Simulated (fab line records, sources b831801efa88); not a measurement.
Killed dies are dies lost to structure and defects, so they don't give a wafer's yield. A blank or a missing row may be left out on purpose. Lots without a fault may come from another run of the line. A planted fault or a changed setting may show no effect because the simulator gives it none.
Which tool did it? | flow gf180mcu | 14 lots, 42 wafers sampled, at 3 steps of a route of 602

WHAT THE GAUGES READ, wafer by wafer
GF_TOP_METAL_OVL_MEAS_15. Usual: TOP_METAL_OVL 0.7 nm, standard deviation 1.3.
lot  | measured     | on         | TOP_METAL_OVL (nm) | flag
L781 | day 28 01:37 | overlay-02 | 0.0 -0.3 -0.5      |
L782 | day 28 09:43 | overlay-02 | 2.3 1.0 2.4        |
L784 | day 29 02:04 | overlay-02 | 1.6 0.1 -0.8       |
L786 | day 29 23:57 | overlay-02 | 2.9 2.4 2.6        |
L787 | day 30 07:16 | overlay-02 | -0.3 -0.4 -0.3     |
L789 | day 30 13:25 | overlay-01 | 0.3 1.3 1.0        |
L790 | day 31 01:20 | overlay-01 | -0.1 1.2 0.6       |
L793 | day 31 22:13 | overlay-01 | 0.3 1.6 2.2        |
L795 | day 32 05:21 | overlay-02 | -1.9 0.4 1.4       |
L796 | day 32 12:13 | overlay-01 | -1.6 -1.4 -2.5     |
L797 | day 32 18:57 | overlay-02 | -0.9 -0.9 -0.2     |
L799 | day 33 13:34 | overlay-01 | 1.0 0.0 1.8        |
L801 | day 33 18:56 | overlay-02 | -0.3 -0.3 -1.8     |
L802 | day 33 22:07 | overlay-02 | 0.5 1.1 -0.2       |

WHICH TOOL RAN EACH LOT (tool, then ch and the chambers of the sampled wafers, then the start)
lot  | GF_STI_WET_ETCH_26             | GF_M5_ETCH_09
L781 | wet_bench-04 ch 1, day 2 03:38 | rie_diel-01 ch 0,1,3, day 26 05:15
L782 | wet_bench-01 ch 2, day 2 08:49 | rie_diel-01 ch 2,3, day 26 14:21
L784 | wet_bench-02 ch 1, day 2 18:56 | rie_diel-03 ch 0,2, day 27 07:33
L786 | wet_bench-02 ch 0, day 3 08:08 | rie_diel-01 ch 2,3, day 28 05:51
L787 | wet_bench-02 ch 3, day 3 10:41 | rie_diel-03 ch 0,1,2, day 28 13:59
L789 | wet_bench-02 ch 1, day 3 23:02 | rie_diel-03 ch 0,2,3, day 28 20:35
L790 | wet_bench-02 ch 1, day 4 03:07 | rie_diel-03 ch 1,3, day 29 09:06
L793 | wet_bench-04 ch 3, day 4 21:24 | rie_diel-03 ch 1,3, day 30 07:00
L795 | wet_bench-02 ch 3, day 5 05:24 | rie_diel-03 ch 0,2,3, day 30 15:56
L796 | wet_bench-02 ch 2, day 5 10:04 | rie_diel-02 ch 0,3, day 30 21:48
L797 | wet_bench-02 ch 0, day 5 14:25 | rie_diel-02 ch 0,1,3, day 31 05:48
L799 | wet_bench-02 ch 0, day 6 00:14 | rie_diel-02 ch 0,1,3, day 32 04:03
L801 | wet_bench-04 ch 3, day 6 13:08 | rie_diel-03 ch 0,1,3, day 32 07:24
L802 | wet_bench-01 ch 0, day 6 17:02 | rie_diel-01 ch 0,1,2, day 32 09:50
- GF_STI_WET_ETCH_26: etches SiO2 in dHF, target depth 94 nm, time 188 s.
- GF_M5_ETCH_09: etches Si3N4 in CF4/O2, target depth 52 nm, time 11.6 s.

WHAT THE TOOLS THEMSELVES READ (means of the sampled wafers that have a number; where no wafer has one, the mark that the record gives instead)
GF_M5_ETCH_09. Usual: drypump_motor_current_A 5.6 A, standard deviation 0.46; oes_product_au 1.002 a.u., standard deviation 0.012; throttle_valve_pct 5.970 %, standard deviation 0.01.
lot  | tool        | drypump_motor_current_A (A) | oes_product_au (a.u.) | throttle_valve_pct (%) | flag
L781 | rie_diel-01 | 5.9                         | 1.007                 | 5.982                  |
L782 | rie_diel-01 | 6.5                         | 1.017                 | 5.968                  |
L784 | rie_diel-03 | 5.7                         | 1.003                 | 5.970                  |
L786 | rie_diel-01 | 6.4                         | 1.002                 | 5.966                  |
L787 | rie_diel-03 | 5.5                         | 0.999                 | 5.972                  |
L789 | rie_diel-03 | 5.7                         | 0.997                 | 5.970                  |
L790 | rie_diel-03 | 5.5                         | 1.020                 | 5.969                  |
L793 | rie_diel-03 | 5.5                         | 1.014                 | 5.968                  |
L795 | rie_diel-03 | 5.7                         | 0.999                 | 5.968                  |
L796 | rie_diel-02 | 5.6                         | 0.989                 | 5.959                  |
L797 | rie_diel-02 | 5.5                         | 1.007                 | 5.980                  |
L799 | rie_diel-02 | 5.5                         | 0.993                 | 5.961                  |
L801 | rie_diel-03 | 5.5                         | 1.006                 | 5.973                  |
L802 | rie_diel-01 | 6.0                         | 1.000                 | 5.967                  |

THE ANSWER, worked out from the rows above alone
Rule: a lot is off if the mean of its wafers that have a number lies more than 3 standard deviations from the usual mean. A lot without any number at a reading at which 4 lots or more have one is off too. The other lots that the step has rows for count as sound. The gauges are gone through in route order, then the tools' own readings, and for those a lot's mean is taken as printed above. The first step at which some lot is off is used, and at that step the reading that is off furthest; a lot without a number counts as furthest.
No lot is off at any reading shown: from this, nothing can be told.

WHAT THE SIMULATOR HAD PUT IN
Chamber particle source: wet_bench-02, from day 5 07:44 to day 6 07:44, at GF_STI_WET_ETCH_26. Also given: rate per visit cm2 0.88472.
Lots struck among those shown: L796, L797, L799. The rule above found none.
